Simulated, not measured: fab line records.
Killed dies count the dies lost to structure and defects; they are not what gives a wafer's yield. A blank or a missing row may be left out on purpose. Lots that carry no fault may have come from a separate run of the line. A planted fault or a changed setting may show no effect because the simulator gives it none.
fab line records ; flow sfq-line
record: lots: 15; wafers: 45; last-day: 91
route steps=325 shown M7@288
lots that met no fault: taken from a fault-free run of the same line
start-h: hours from the record's opening day to when the first of the lot's shown wafers began ; wait-h: time in hours since the lot's previous step ; " repeats the value in the row above ; L1.1+2: a single row standing in for several wafers ; - value missing, or start not given ; * or withheld: withheld ; < > ~ a bound
route shown NAME@n: names a module that has steps shown in the file, with the first one's number in the route ; usual: mean/standard deviation of fault-free wafers ; same: alike in all rows ; chamber/n: place in a boat ; sites: readings site by site ; _std_site: standard deviation across them ; _edge_site: inner sites' mean taken away from outer sites' mean ; radius-mm: for every site, how far away it sits from the centre of the wafer ; mask NAME#n: copy n ; behind: tool/chamber where the wafer was last shaped ; hold: why the lot was held/for how many hours/how that ended ; device: which transistor (n, p or np) failed to switch ; end of line: tests run on the same wafers once the route is complete ; a step without rows: its recipe alone ; killed: not the wafer's yield, but the dies lost to structure and defects at the first sort ; map: shows each die of a wafer: x if killed, . if not, _ if none is there
set.NAME: the setting as run; set.NAME@STEP: as run at that earlier step ; model.NAME: the simulator's own value behind a step, which no gauge read
steps of the route over a sample of lots; a table a step, a row a wafer
services: when a tool's chamber went out of use (start-h, in hours from the record's first day, below 0 if earlier), for how many hours, and the reason
== steps ==
step: SFQ_TRILAYER_M7_LITHO_EXPOSE_178
recipe: mask-id: M7; na: 0.6; source-shape: conventional; sigma-outer: 0.65; target-cd-nm: 500; dose-mj: 14.4
usual: focus-offset-nm: 0.1/0.51
lot.wafer;tool;chamber;start-h;wait-h;mask;focus-offset-nm
L407.3;krf-scanner-02;0;1899.70;-;M7#0;1.0
L407.4;krf-scanner-02;0;1899.70;-;M7#0;0.6
L407.6;krf-scanner-02;0;1899.70;-;M7#0;0.6
L408.2;krf-scanner-02;0;1901.90;-;M7#0;-0.1
L408.3;krf-scanner-02;0;1901.90;-;M7#0;1.4
L408.5;krf-scanner-02;0;1901.90;-;M7#0;-0.2
L409.1;krf-scanner-02;0;1906.50;-;M7#0;-1.0
L409.3;krf-scanner-02;0;1906.50;-;M7#0;-1.8
L409.4;krf-scanner-02;0;1906.50;-;M7#0;0.4
L410.2;krf-scanner-01;0;1922.42;-;M7#0;0.4
L410.5;krf-scanner-01;0;1922.42;-;M7#0;-0.3
L410.6;krf-scanner-01;0;1922.42;-;M7#0;0.0
L411.1;krf-scanner-01;0;1924.62;-;M7#0;0.6
L411.2;krf-scanner-01;0;1924.62;-;M7#0;0.5
L411.4;krf-scanner-01;0;1924.62;-;M7#0;-0.5
L412.1;krf-scanner-01;0;1927.02;-;M7#0;0.3
L412.3;krf-scanner-01;0;1927.02;-;M7#0;0.4
L412.4;krf-scanner-01;0;1927.02;-;M7#0;0.5
L413.2;krf-scanner-01;0;1932.02;-;M7#0;0.3
L413.4;krf-scanner-01;0;1932.02;-;M7#0;0.5
L413.5;krf-scanner-01;0;1932.02;-;M7#0;0.3
L415.3;krf-scanner-01;0;1972.63;-;M7#0;0.6
L415.4;krf-scanner-01;0;1972.63;-;M7#0;0.3
L415.6;krf-scanner-01;0;1972.63;-;M7#0;0.1
L416.2;krf-scanner-01;0;1980.83;-;M7#0;-0.7
L416.3;krf-scanner-01;0;1980.83;-;M7#0;-0.8
L416.6;krf-scanner-01;0;1980.83;-;M7#0;0.4
L419.2;krf-scanner-01;0;1998.83;-;M7#0;-0.5
L419.3;krf-scanner-01;0;1998.83;-;M7#0;0.8
L419.6;krf-scanner-01;0;1998.83;-;M7#0;0.6
L422.3;krf-scanner-02;0;2025.22;-;M7#0;1.3
L422.5;krf-scanner-02;0;2025.22;-;M7#0;0.7
L422.6;krf-scanner-02;0;2025.22;-;M7#0;0.4
L423.1;krf-scanner-02;0;2026.02;-;M7#0;-0.4
L423.2;krf-scanner-02;0;2026.02;-;M7#0;-0.5
L423.6;krf-scanner-02;0;2026.02;-;M7#0;0.3
L424.3;krf-scanner-02;0;2046.82;-;M7#0;0.0
L424.4;krf-scanner-02;0;2046.82;-;M7#0;0.2
L424.6;krf-scanner-02;0;2046.82;-;M7#0;-0.6
L429.1;krf-scanner-01;0;2079.88;-;M7#0;-0.3
L429.2;krf-scanner-01;0;2079.88;-;M7#0;0.0
L429.3;krf-scanner-01;0;2079.88;-;M7#0;-0.1
L430.1;krf-scanner-01;0;2087.08;-;M7#0;-0.1
L430.3;krf-scanner-01;0;2087.08;-;M7#0;-0.2
L430.5;krf-scanner-01;0;2087.08;-;M7#0;0.4
step: SFQ_M7_OVL_MEAS_945
usual: M7_OVL: 0/5.4
lot.wafer;tool;chamber;start-h;wait-h;M7_OVL[nm]
L407.3;overlay-02;-;1900.81;0.1;6
L407.4;overlay-02;-;1900.81;0.1;4
L407.6;overlay-02;-;1900.81;0.1;-3
L408.2;overlay-02;-;1903.20;0.1;1
L408.3;overlay-02;-;1903.20;0.1;3
L408.5;overlay-02;-;1903.20;0.1;-4
L409.1;overlay-02;-;1908.00;0.1;-1
L409.3;overlay-02;-;1908.00;0.1;-7
L409.4;overlay-02;-;1908.00;0.1;2
L410.2;overlay-01;-;1923.73;0.1;-5
L410.5;overlay-01;-;1923.73;0.1;3
L410.6;overlay-01;-;1923.73;0.1;-5
L411.1;overlay-01;-;1926.12;0.1;2
L411.2;overlay-01;-;1926.12;0.1;1
L411.4;overlay-01;-;1926.12;0.1;10
L412.1;overlay-01;-;1928.52;0.1;6
L412.3;overlay-01;-;1928.52;0.1;4
L412.4;overlay-01;-;1928.52;0.1;-4
L413.2;overlay-01;-;1933.33;0.1;1
L413.4;overlay-01;-;1933.33;0.1;-1
L413.5;overlay-01;-;1933.33;0.1;5
L415.3;overlay-01;-;1973.74;0.1;-4
L415.4;overlay-01;-;1973.74;0.1;-3
L415.6;overlay-01;-;1973.74;0.1;-3
L416.2;overlay-01;-;1982.13;0.1;-3
L416.3;overlay-01;-;1982.13;0.1;8
L416.6;overlay-01;-;1982.13;0.1;-2
L419.2;overlay-02;-;2000.13;0.1;1
L419.3;overlay-02;-;2000.13;0.1;9
L419.6;overlay-02;-;2000.13;0.1;3
L422.3;overlay-02;-;2026.34;0.1;116
L422.5;overlay-02;-;2026.34;0.1;118
L422.6;overlay-02;-;2026.34;0.1;111
L423.1;overlay-01;-;2027.52;0.1;111
L423.2;overlay-01;-;2027.52;0.1;117
L423.6;overlay-01;-;2027.52;0.1;121
L424.3;overlay-01;-;2047.94;0.1;119
L424.4;overlay-01;-;2047.94;0.1;125
L424.6;overlay-01;-;2047.94;0.1;122
L429.1;overlay-02;-;2081.38;0.1;3
L429.2;overlay-02;-;2081.38;0.1;3
L429.3;overlay-02;-;2081.38;0.1;7
L430.1;overlay-02;-;2088.58;0.1;6
L430.3;overlay-02;-;2088.58;0.1;0
L430.5;overlay-02;-;2088.58;0.1;1
== services ==
tool;chamber;start-h;hours;kind
krf-scanner-01;-;1896.61;0.3;repair
krf-scanner-02;-;1916.10;1.3;pm
krf-scanner-02;-;1916.90;3.7;repair
krf-scanner-01;-;1945.02;0.8;pm
krf-scanner-02;-;1946.35;0.8;pm
krf-scanner-02;-;1950.14;6.3;repair
krf-scanner-02;-;1974.32;0.5;repair
krf-scanner-02;-;2056.02;1.0;pm
krf-scanner-01;-;2060.78;1.3;pm
krf-scanner-01;-;2062.08;1.0;pm
== key ==
first-sign: step: SFQ_M7_OVL_MEAS_945; reading: M7_OVL; direction: up; sigmas: 22; usual: 0; struck: 118
effect none on later readings
met-at SFQ_TRILAYER_M7_LITHO_EXPOSE_178
struck-lots L422,L423,L424
fault: kind: scanner-matching-overlay; tool: krf-scanner-02; chamber: -; onset-h: 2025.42; steps: SFQ_TRILAYER_M7_LITHO_EXPOSE_178; offset: 122.16
